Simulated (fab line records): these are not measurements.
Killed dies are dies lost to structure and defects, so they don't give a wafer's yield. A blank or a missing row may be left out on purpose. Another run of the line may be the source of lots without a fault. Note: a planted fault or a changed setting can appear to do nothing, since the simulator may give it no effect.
Which tool was responsible? -- flow gf180mcu -- Sampling: 13 lots, 39 wafers, 5 of 602 route steps

== WHAT THE GAUGES SHOWED, per wafer ==
GF_VT_IMPLANT_RS_MEAS_48: measures by four-point-probe. Usual: for LVPWELL_RS the level is 1197 ohm/sq and the standard deviation is 3.5.
lot,measured,on,LVPWELL_RS (ohm/sq),flag
L966,day 7 18:56,film_metro-02,1197 1195 1194,
L967,day 8 00:43,film_metro-02,1196 1197 1199,
L968,day 8 06:26,film_metro-02,1194 1192 1189,
L969,day 8 14:14,film_metro-01,1195 1197 1200,
L970,day 8 20:11,film_metro-04,1201 1202 1202,
L971,day 9 04:39,film_metro-01,1205 1205 1204,
L979,day 11 08:05,film_metro-04,1200 1201 1199,
L980,day 11 19:50,film_metro-04,1196 1197 1200,
L982,day 12 11:56,film_metro-04,1201 1201 1199,
L983,day 12 13:44,film_metro-04,1198 1198 1196,
L984,day 12 19:28,film_metro-02,1199 1196 1194,
L986,day 13 11:55,film_metro-02,1195 1194 1198,
L988,day 14 03:38,film_metro-02,1197 1200 1194,

GF_PSD_OVL_MEAS_08. Usual: for PSD_OVL the level is 0.5 nm and the standard deviation is 1.6.
lot,measured,on,PSD_OVL (nm),flag
L966,day 14 20:06,overlay-01,1.9 0.6 1.9,
L967,day 15 06:23,overlay-02,-0.8 0.4 -0.7,
L968,day 15 07:55,overlay-01,2.8 0.0 0.8,
L969,day 15 17:31,overlay-02,-0.4 -3.2 -1.9,
L970,day 16 08:41,overlay-02,3.4 1.7 2.1,
L971,day 16 16:58,overlay-02,0.5 1.6 2.0,
L979,day 19 03:56,overlay-02,-1.1 -0.9 -1.1,
L980,day 19 19:50,overlay-01,-1.3 0.3 0.0,
L982,day 20 11:49,overlay-02,1.8 0.5 2.4,
L983,day 20 20:41,overlay-02,1.9 2.5 4.0,
L984,day 21 02:07,overlay-02,2.1 0.6 0.9,
L986,day 21 18:13,overlay-02,-2.3 -2.2 -1.6,
L988,day 22 12:17,overlay-02,0.1 0.2 0.2,

== WHAT TOOL EACH LOT RAN ON (gives the tool, then ch and the chambers of the sampled wafers, and finally the start) ==
lot,GF_DUAL_GATE_STRIP_13,GF_HV_LDD_COAT_41,GF_HV_LDD_STRIP_49
L966,"plasma_asher-02 ch 0,1, day 8 14:32","litho_track-03 ch 0, day 12 11:32","plasma_asher-03 ch 0,1, day 12 22:17"
L967,"plasma_asher-04 ch 0,1, day 8 21:34","litho_track-02 ch 0, day 12 21:26","plasma_asher-04 ch 0,1, day 13 07:59"
L968,"plasma_asher-04 ch 1, day 9 01:17","litho_track-02 ch 0, day 12 22:59","plasma_asher-03 ch 0,1, day 13 09:58"
L969,"plasma_asher-02 ch 0,1, day 9 09:25","litho_track-02 ch 0, day 13 07:47","plasma_asher-04 ch 0,1, day 13 18:28"
L970,"plasma_asher-02 ch 0,1, day 9 16:02","litho_track-02 ch 0, day 13 22:28","plasma_asher-03 ch 0,1, day 14 09:37"
L971,"plasma_asher-04 ch 0,1, day 9 23:58","litho_track-03 ch 0, day 14 04:58","plasma_asher-04 ch 0,1, day 14 16:14"
L979,"plasma_asher-04 ch 0,1, day 12 05:31","litho_track-04 ch 0, day 16 12:35","plasma_asher-03 ch 0,1, day 17 00:22"
L980,"plasma_asher-01 ch 0,1, day 12 18:01","litho_track-02 ch 0, day 17 02:26","plasma_asher-03 ch 0,1, day 17 14:44"
L982,"plasma_asher-02 ch 0,1, day 13 10:26","litho_track-04 ch 0, day 17 19:42","plasma_asher-02 ch 0,1, day 18 07:16"
L983,"plasma_asher-01 ch 0, day 13 12:25","litho_track-04 ch 0, day 18 02:42","plasma_asher-04 ch 0,1, day 18 15:31"
L984,"plasma_asher-01 ch 0,1, day 13 18:15","litho_track-02 ch 0, day 18 08:31","plasma_asher-04 ch 0,1, day 18 21:15"
L986,"plasma_asher-01 ch 0,1, day 14 11:58","litho_track-04 ch 0, day 19 00:27","plasma_asher-03 ch 0,1, day 19 13:31"
L988,"plasma_asher-04 ch 1, day 15 03:29","litho_track-04 ch 0, day 19 20:00","plasma_asher-03 ch 0,1, day 20 08:26"
- GF_DUAL_GATE_STRIP_13: strips in O2/N2.
- GF_HV_LDD_COAT_41: resist thk 1000 nm.
- GF_HV_LDD_STRIP_49: strips in O2/N2.

== WHAT THE TOOLS THEMSELVES READ (means of the sampled wafers that have a number; where no wafer has one, the mark that the record gives instead) ==
GF_DUAL_GATE_STRIP_13. Usual: drypump_motor_current_A 5.8 A, standard deviation 0.4; heater_power_w 342 W, standard deviation 23; o2_flow_sccm 3000 sccm, standard deviation 7.7; oes_product_au 0.716 a.u., standard deviation 0.0049; strip_time_to_endpoint_s 12.67 s, standard deviation 0.036.
lot,tool,drypump_motor_current_A (A),heater_power_w (W),o2_flow_sccm (sccm),oes_product_au (a.u.),strip_time_to_endpoint_s (s),flag
L966,plasma_asher-02,5.7,345,3003,0.718,12.72,
L967,plasma_asher-04,5.9,372,2998,0.717,12.63,
L968,plasma_asher-04,5.8,379,3010,0.721,12.71,
L969,plasma_asher-02,5.7,346,2999,0.718,12.71,
L970,plasma_asher-02,5.8,338,3004,0.711,12.69,
L971,plasma_asher-04,5.9,371,2999,0.714,12.66,
L979,plasma_asher-04,5.9,368,2999,0.711,12.65,
L980,plasma_asher-01,6.1,319,2994,0.722,12.69,
L982,plasma_asher-02,5.8,342,2999,0.712,12.61,
L983,plasma_asher-01,5.2,336,2984,0.714,12.67,
L984,plasma_asher-01,6.1,322,3001,0.714,12.65,
L986,plasma_asher-01,6.1,316,3001,0.714,12.62,
L988,plasma_asher-04,5.8,382,3005,0.716,12.69,

GF_HV_LDD_STRIP_49. Usual: drypump_motor_current_A 5.77 A, standard deviation 0.15; heater_power_w 327 W, standard deviation 38; o2_flow_sccm 3000 sccm, standard deviation 8.9; oes_product_au 0.715 a.u., standard deviation 0.0045; strip_time_to_endpoint_s 12.63 s, standard deviation 0.031.
lot,tool,drypump_motor_current_A (A),heater_power_w (W),o2_flow_sccm (sccm),oes_product_au (a.u.),strip_time_to_endpoint_s (s),flag
L966,plasma_asher-03,5.65,293,2999,0.715,12.61,
L967,plasma_asher-04,5.90,372,2998,0.710,12.60,
L968,plasma_asher-03,5.68,289,3001,0.712,12.60,
L969,plasma_asher-04,5.98,359,2985,0.717,12.79,OFF
L970,plasma_asher-03,5.62,287,2992,0.716,12.80,OFF
L971,plasma_asher-04,5.94,360,2999,0.716,12.66,
L979,plasma_asher-03,5.65,296,2994,0.715,12.61,
L980,plasma_asher-03,5.62,286,3006,0.712,12.62,
L982,plasma_asher-02,5.74,338,3008,0.713,12.66,
L983,plasma_asher-04,5.97,365,2999,0.715,12.66,
L984,plasma_asher-04,5.90,371,3007,0.713,12.60,
L986,plasma_asher-03,5.64,293,2999,0.717,12.58,
L988,plasma_asher-03,5.64,287,2991,0.718,12.62,

== THE ANSWER, worked out from the rows above alone ==
Rule: a lot counts as off when the mean over its wafers that have a number is more than 3 standard deviations away from the usual mean. A lot without any number at a reading at which 4 lots or more have one is off too. The other lots that the step has rows for count as sound. First the gauges in route order, then the tools' own readings, where a lot's mean is used as printed above. At the first step where some lot is off, the reading lying furthest off is the one used; lots without a number count as furthest.
Off at GF_HV_LDD_STRIP_49 (strip_time_to_endpoint_s): L969, L970.
If a tool, at that step or one of the process steps before it, ran each lot that is off and ran no sound lot following the first of them, it fits. No candidate that was tried fits.

== WHAT THE SIMULATOR HAD PUT IN ==
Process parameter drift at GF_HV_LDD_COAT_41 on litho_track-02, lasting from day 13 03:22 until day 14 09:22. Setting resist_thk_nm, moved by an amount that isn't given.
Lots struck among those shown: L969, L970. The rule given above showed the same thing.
